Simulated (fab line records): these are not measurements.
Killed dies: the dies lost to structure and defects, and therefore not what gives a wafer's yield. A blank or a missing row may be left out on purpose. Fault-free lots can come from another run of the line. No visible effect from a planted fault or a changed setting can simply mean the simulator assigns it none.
A lot that was struck, set against a sound lot + flow sfq-line + 29 out of 325 route steps
Sound: the wafers L661.1, L661.2, L661.4. The struck wafers were L675.1, L675.3, L675.5. Last of all comes the cause.
Order at every step that has rows: each side's tool, ch and its chambers, its first start. Under that, the readings that differ: sound wafers + struck wafers + difference of the means + sigmas: that difference in standard deviations of wafers without a fault.
alike: words and numbers the same on both sides, and readings whose means are apart by under 2 such deviations; not compared: readings that were withheld, readings missing a value for some wafer, numbers with overlapping values and no deviation given by the record, and bounds like >300 which may hide the same value.
A row with sigmas, a row that says differs or no value, or rows on one side alone: a step with any of these is where the two part. When numbers do not overlap yet have no deviation, they are printed without sigmas and do not part them. A reading missing from all wafers of one side parts the sides only when that side holds two or more wafers.

first, 2 steps without rows for these wafers: SFQ_TRILAYER_C5_STRIP_SOLV_CLEAN_156 (cleans in NMP, time 600 s); SFQ_TRILAYER_M6_DEP_PRE_CLEAN_158 (time 22.5 s).
SFQ_TRILAYER_M6_DEP_SPUTTER_157: material Nb, target thk 200 nm, time 133.3 s.
  struck on pvd-sputter-04, day 76 10:35; sound on pvd-sputter-03, day 66 18:16
  alike: base-pressure-pa, throttle-valve-pct
SFQ_M6_RS_MEAS_938: a four-point-probe measurement.
  struck on film-metro-02, day 76 10:40; sound on film-metro-02, day 66 18:22
  alike: M6_NB_RS
then, 6 steps without rows for these wafers: SFQ_TRILAYER_M6_LITHO_COAT_164 (resist thk 62 nm); SFQ_TRILAYER_M6_LITHO_COAT_159 (resist thk 600 nm); SFQ_TRILAYER_M6_LITHO_SOFTBAKE_163; SFQ_TRILAYER_M6_LITHO_EXPOSE_160 (exposes mask M6, target cd 500 nm); SFQ_TRILAYER_M6_LITHO_PEB_162 (peb time 60 s); SFQ_TRILAYER_M6_LITHO_DEVELOP_161 (time 60 s).
-- the record jumps here: 5 days lie between the struck wafers' starts before and after --
SFQ_M6_OVL_MEAS_940:
  struck on overlay-01, day 81 08:46; sound on overlay-01, day 72 08:20
| reading     | sound | struck   | difference | sigmas |
|-------------|-------|----------|------------|--------|
| M6_OVL (nm) | 8 1 1 | -9 -8 -7 | -11        | -2     |
SFQ_TRILAYER_M6_BARC_OPEN_METAL_ETCH_206: etches BARC in O2, target depth 125 nm, time 41.7 s.
  sound on rie-metal-03 ch 0,1, day 72 08:22; struck on rie-metal-03 ch 1, day 81 08:49
  no value came back on the struck wafers for bias-w (W), chamber-pressure-mTorr (mTorr), drypump-motor-current-A (A), oes-product-au (a.u.); on the sound wafers bias-w (W) reads 79.43 79.56 79.91
| reading                                             | sound             | struck          | difference | sigmas |
|-----------------------------------------------------|-------------------|-----------------|------------|--------|
| model.KrF_of_TRILAYER_M6_LITHO_COAT_159.thk-nm (nm) | 520.7 520.8 521.9 | 575 575.6 574.3 | +54        |        |
  not compared: rf-hours-counter-h
SFQ_TRILAYER_M6_ETCH_METAL_ETCH_162: etches Nb in Cl2/Ar, stops on SiO2, target depth 240 nm, time 120 s.
  sound on rie-metal-03 ch 0,1, day 72 08:25; struck on rie-metal-03 ch 1, day 81 08:52
| reading                                             | sound             | struck            | difference | sigmas |
|-----------------------------------------------------|-------------------|-------------------|------------|--------|
| oes-product-au (a.u.)                               | 0.896 0.885 0.894 | 0.374 0.377 0.381 | -0.514     | -72    |
| model.KrF_of_TRILAYER_M6_LITHO_COAT_159.thk-nm (nm) | 374.5 380.4 381.7 | 434.2 435.1 432.5 | +55.1      |        |
  alike: bias-w, chamber-pressure-mTorr, drypump-motor-current-A
  not compared: rf-hours-counter-h
SFQ_TRILAYER_M6_STRIP_STRIP_163: strips in O2.
  sound on rie-metal-03 ch 0,1, day 72 08:33; struck on rie-metal-03 ch 1, day 81 08:59
  alike: drypump-motor-current-A, oes-product-au
  not compared: rf-hours-counter-h
then, 2 steps without rows for these wafers: SFQ_TRILAYER_M6_STRIP_SOLV_CLEAN_164 (cleans in NMP, time 600 s); SFQ_TRILAYER_I6_DEP_PECVD_165 (deposits SiO2 from SiH4/N2O, time 111.11 s, target thk 500 nm).
SFQ_TRILAYER_I6_CMP_CMP_166: polishes SiO2.
  sound on cmp-01 ch 0,1,2, day 72 09:24; struck on cmp-01 ch 0,3, day 81 09:50
  alike: motor-current-A, time-to-endpoint-s
SFQ_I6_BOW_MEAS_941:
  struck on film-metro-03, day 81 12:50; sound on film-metro-04, day 72 12:24
  alike: I6_BOW
SFQ_TRILAYER_I6_METRO_MEASURE_167:
  struck on film-metro-03, day 81 12:58; sound on film-metro-04, day 72 12:31
  alike: thk-nm
then, 3 steps without rows for these wafers: SFQ_TRILAYER_I6_VIA_LITHO_COAT_174 (resist thk 62 nm); SFQ_TRILAYER_I6_VIA_LITHO_COAT_169 (resist thk 650 nm); SFQ_TRILAYER_I6_VIA_LITHO_SOFTBAKE_173.
-- the record jumps here: 4 days lie between the struck wafers' starts before and after --
SFQ_TRILAYER_I6_VIA_LITHO_EXPOSE_170: exposes mask I6, target cd 700 nm.
  sound on krf-scanner-01 ch 0, day 72 14:28; struck on krf-scanner-02, day 85 17:44
  no value came back on the struck wafers for exposure-dose-mJ-cm2, focus-offset-nm (nm), na; on the sound wafers exposure-dose-mJ-cm2 reads 21.325 21.315 21.331
  alike: mask
then, 2 steps without rows for these wafers: SFQ_TRILAYER_I6_VIA_LITHO_PEB_172 (peb time 60 s); SFQ_TRILAYER_I6_VIA_LITHO_DEVELOP_171 (time 60 s).
SFQ_I6_OVL_MEAS_942:
  struck on overlay-01, day 85 19:14; sound on overlay-02, day 72 15:58
| reading     | sound  | struck | difference                    | sigmas |
|-------------|--------|--------|-------------------------------|--------|
| I6_OVL (nm) | 1 11 9 | - - -  | no value on the struck wafers |        |
then, 1 step without rows for these wafers: SFQ_TRILAYER_I6_VIA_BARC_OPEN_VIA_ETCH_235 (etches BARC in O2, target depth 125 nm, time 41.7 s).
SFQ_TRILAYER_I6_VIA_ETCH_VIA_ETCH_172: etches SiO2 in CHF3, stops on Nb, target depth 260 nm.
  sound on rie-diel-01 ch 0,1,3, day 72 16:03; struck on rie-diel-03 ch 0,2, day 85 19:19
| reading               | sound             | struck            | difference | sigmas |
|-----------------------|-------------------|-------------------|------------|--------|
| oes-product-au (a.u.) | 0.853 0.851 0.861 | 0.364 0.375 0.375 | -0.484     | -90    |
  alike: bias-w, chamber-pressure-mTorr, drypump-motor-current-A
SFQ_TRILAYER_I6_VIA_STRIP_STRIP_173: strips in O2.
  sound on rie-metal-02 ch 0,1, day 72 16:10; struck on rie-metal-04 ch 0,1, day 85 19:26
  alike: drypump-motor-current-A, oes-product-au
  not compared: rf-hours-counter-h

## WHERE THEY PART
Earliest at SFQ_M6_OVL_MEAS_940; latest, in this record, at SFQ_TRILAYER_I6_VIA_ETCH_VIA_ETCH_172. Later steps at which nothing parts them and some readings are alike: SFQ_TRILAYER_I6_VIA_STRIP_STRIP_173.

WHY: what the simulator had put in
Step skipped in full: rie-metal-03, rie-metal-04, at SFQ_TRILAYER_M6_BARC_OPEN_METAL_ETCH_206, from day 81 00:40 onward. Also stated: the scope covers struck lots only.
